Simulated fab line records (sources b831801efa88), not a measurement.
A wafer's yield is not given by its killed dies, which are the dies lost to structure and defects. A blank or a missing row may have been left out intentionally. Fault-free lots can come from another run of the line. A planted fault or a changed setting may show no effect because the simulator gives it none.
Which tool did it? | flow gf180mcu | 13 lots with 39 wafers sampled at 4 steps, on a route of 602 steps

WHAT THE GAUGES READ, wafer by wafer
GF_VT_IMPLANT_RS_MEAS_46: measurement is done with a four-point probe. Usual: MVSD_RS gives 456.2 ohm/sq (standard deviation 1.2).
lot  | measured     | on            | MVSD_RS (ohm/sq)  | flag
L485 | day 7 13:47  | film metro-01 | 457.0 458.2 457.1 |
L486 | day 7 19:40  | film metro-02 | 456.6 455.5 455.4 |
L487 | day 8 01:24  | film metro-02 | 456.2 456.9 455.4 |
L488 | day 8 10:59  | film metro-01 | 456.0 454.8 455.6 |
L489 | day 9 00:39  | film metro-01 | 454.9 455.2 456.3 |
L491 | day 9 09:49  | film metro-02 | 455.6 456.3 457.3 |
L496 | day 10 18:07 | film metro-02 | 457.2 456.2 457.1 |
L500 | day 11 20:20 | film metro-04 | 458.2 457.8 457.0 |
L501 | day 12 01:02 | film metro-02 | 456.2 456.8 457.3 |
L503 | day 12 12:59 | film metro-01 | 455.3 456.2 455.7 |
L504 | day 12 19:06 | film metro-02 | 455.7 454.5 453.8 |
L506 | day 13 09:08 | film metro-02 | 457.8 456.8 457.6 |
L507 | day 13 17:11 | film metro-02 | 456.1 454.8 454.2 |

EACH LOT AND THE TOOL THAT RAN IT (in order: tool; ch and the chambers of the sampled wafers; start)
lot  | GF_NWELL_COAT_02                 | GF_NWELL_STRIP_10                   | GF_VT_IMPLANT_STRIP_31
L485 | litho track-01 ch 0, day 3 00:09 | plasma asher-02 ch 0,1, day 3 07:13 | plasma asher-02 ch 0,1, day 6 22:08
L486 | litho track-01 ch 0, day 3 06:12 | plasma asher-01 ch 0,1, day 3 12:52 | plasma asher-03 ch 0,1, day 7 03:42
L487 | litho track-02 ch 0, day 3 10:59 | plasma asher-03 ch 0,1, day 3 17:35 | plasma asher-02 ch 0,1, day 7 08:33
L488 | litho track-03 ch 0, day 3 18:23 | plasma asher-03 ch 0,1, day 4 01:44 | plasma asher-01 ch 0,1, day 7 18:18
L489 | litho track-01 ch 0, day 4 02:58 | plasma asher-02 ch 0,1, day 4 10:40 | plasma asher-02 ch 0,1, day 8 07:33
L491 | litho track-02 ch 0, day 4 10:23 | plasma asher-01 ch 0,1, day 4 18:04 | plasma asher-01 ch 0,1, day 8 16:31
L496 | litho track-02 ch 0, day 5 14:52 | plasma asher-02 ch 0,1, day 5 22:21 | plasma asher-03 ch 0,1, day 10 00:06
L500 | litho track-01 ch 0, day 6 09:09 | plasma asher-03 ch 0,1, day 6 17:19 | plasma asher-02 ch 0,1, day 11 01:03
L501 | litho track-01 ch 0, day 6 14:10 | plasma asher-03 ch 0,1, day 6 22:38 | plasma asher-02 ch 0,1, day 11 04:56
L503 | litho track-01 ch 0, day 7 00:18 | plasma asher-03 ch 0,1, day 7 08:30 | plasma asher-02 ch 0,1, day 11 17:13
L504 | litho track-01 ch 0, day 7 05:19 | plasma asher-01 ch 0,1, day 7 13:20 | plasma asher-01 ch 1, day 11 23:27
L506 | litho track-03 ch 0, day 7 16:44 | plasma asher-01 ch 0,1, day 8 01:41 | plasma asher-03 ch 0,1, day 12 13:48
L507 | litho track-03 ch 0, day 7 22:44 | plasma asher-01 ch 0,1, day 8 07:55 | plasma asher-02 ch 0,1, day 12 20:29
- GF_NWELL_COAT_02: resist thk 3000 nm.
- GF_NWELL_STRIP_10: strips in O2/N2.
- GF_VT_IMPLANT_STRIP_31: strips in O2/N2.

WHAT THE TOOLS THEMSELVES READ (means of the sampled wafers that have a number; where no wafer has one, the mark that the record gives instead)
GF_NWELL_STRIP_10. Usual: drypump motor current A 5.5 A, standard deviation 0.36; heater power w 329 W, standard deviation 37; oes product au 0.722 a.u., standard deviation 0.0041; strip time to endpoint s 36.91 s, standard deviation 0.11.
lot  | tool            | drypump motor current A (A) | heater power w (W) | oes product au (a.u.) | strip time to endpoint s (s) | flag
L485 | plasma asher-02 | 5.3                         | 363                | 0.722                 | 37.01                        |
L486 | plasma asher-01 | 5.7                         | 300                | 0.721                 | 37.13                        |
L487 | plasma asher-03 | 5.5                         | 363                | 0.719                 | 36.91                        |
L488 | plasma asher-03 | 5.5                         | 362                | 0.726                 | 36.79                        |
L489 | plasma asher-02 | 5.4                         | 359                | 0.723                 | 36.81                        |
L491 | plasma asher-01 | 5.4                         | 283                | 0.718                 | 25.97                        | OFF
L496 | plasma asher-02 | 5.3                         | 364                | 0.717                 | 25.85                        | OFF
L500 | plasma asher-03 | 5.5                         | 342                | 0.719                 | 36.79                        |
L501 | plasma asher-03 | 5.5                         | 345                | 0.724                 | 36.85                        |
L503 | plasma asher-03 | 5.6                         | 325                | 0.723                 | 36.99                        |
L504 | plasma asher-01 | 5.7                         | 291                | 0.720                 | 36.87                        |
L506 | plasma asher-01 | 5.4                         | 287                | 0.724                 | 36.83                        |
L507 | plasma asher-01 | 5.7                         | 300                | 0.728                 | 37.08                        |

GF_VT_IMPLANT_STRIP_31. Usual: drypump motor current A 5.5 A, standard deviation 0.33; heater power w 335 W, standard deviation 35; oes product au 0.716 a.u., standard deviation 0.0048; strip time to endpoint s 12.64 s, standard deviation 0.034.
lot  | tool            | drypump motor current A (A) | heater power w (W) | oes product au (a.u.) | strip time to endpoint s (s) | flag
L485 | plasma asher-02 | 5.4                         | 363                | 0.716                 | 12.63                        |
L486 | plasma asher-03 | 5.5                         | 345                | 0.716                 | 12.62                        |
L487 | plasma asher-02 | 5.5                         | 369                | 0.716                 | 12.67                        |
L488 | plasma asher-01 | 5.7                         | 299                | 0.712                 | 12.67                        |
L489 | plasma asher-02 | 5.3                         | 359                | 0.717                 | 12.60                        |
L491 | plasma asher-01 | 5.4                         | 283                | 0.716                 | 12.69                        |
L496 | plasma asher-03 | 5.5                         | 342                | 0.714                 | 12.64                        |
L500 | plasma asher-02 | 5.4                         | 362                | 0.721                 | 12.65                        |
L501 | plasma asher-02 | 5.4                         | 365                | 0.710                 | 12.65                        |
L503 | plasma asher-02 | 5.4                         | 362                | 0.715                 | 12.65                        |
L504 | plasma asher-01 | 6.1                         | 312                | 0.716                 | 12.70                        |
L506 | plasma asher-03 | 5.6                         | 323                | 0.718                 | 12.61                        |
L507 | plasma asher-02 | 5.3                         | 354                | 0.716                 | 12.60                        |

THE ANSWER, worked out from the rows above alone
Rule: lot off if the mean of its wafers having a number is beyond 3 standard deviations from the usual mean. A lot without any number at a reading at which 4 lots or more have one is off too. Any other lot the step has rows for is counted as sound. The gauges are gone through in route order, then the tools' own readings, and for those a lot's mean is taken as printed above. At the first step where some lot is off, the reading lying furthest off is the one used; lots without a number count as furthest.
Off, at GF_NWELL_STRIP_10 on strip time to endpoint s: L491, L496.
A tool fits if, at that step or a process step before it, it ran every lot that is off, and no sound lot after the first of them. One fits: litho track-02 at GF_NWELL_COAT_02. A fault onset in the window from L487 (day 3 10:59, its last sound lot) to L491 (day 4 10:23, its first lot off) fits.

WHAT THE SIMULATOR PUT IN
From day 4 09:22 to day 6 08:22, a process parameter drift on litho track-02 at GF_NWELL_COAT_02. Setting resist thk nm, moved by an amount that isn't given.
Struck lots among those shown: L491, L496. The rule given above showed the same thing.
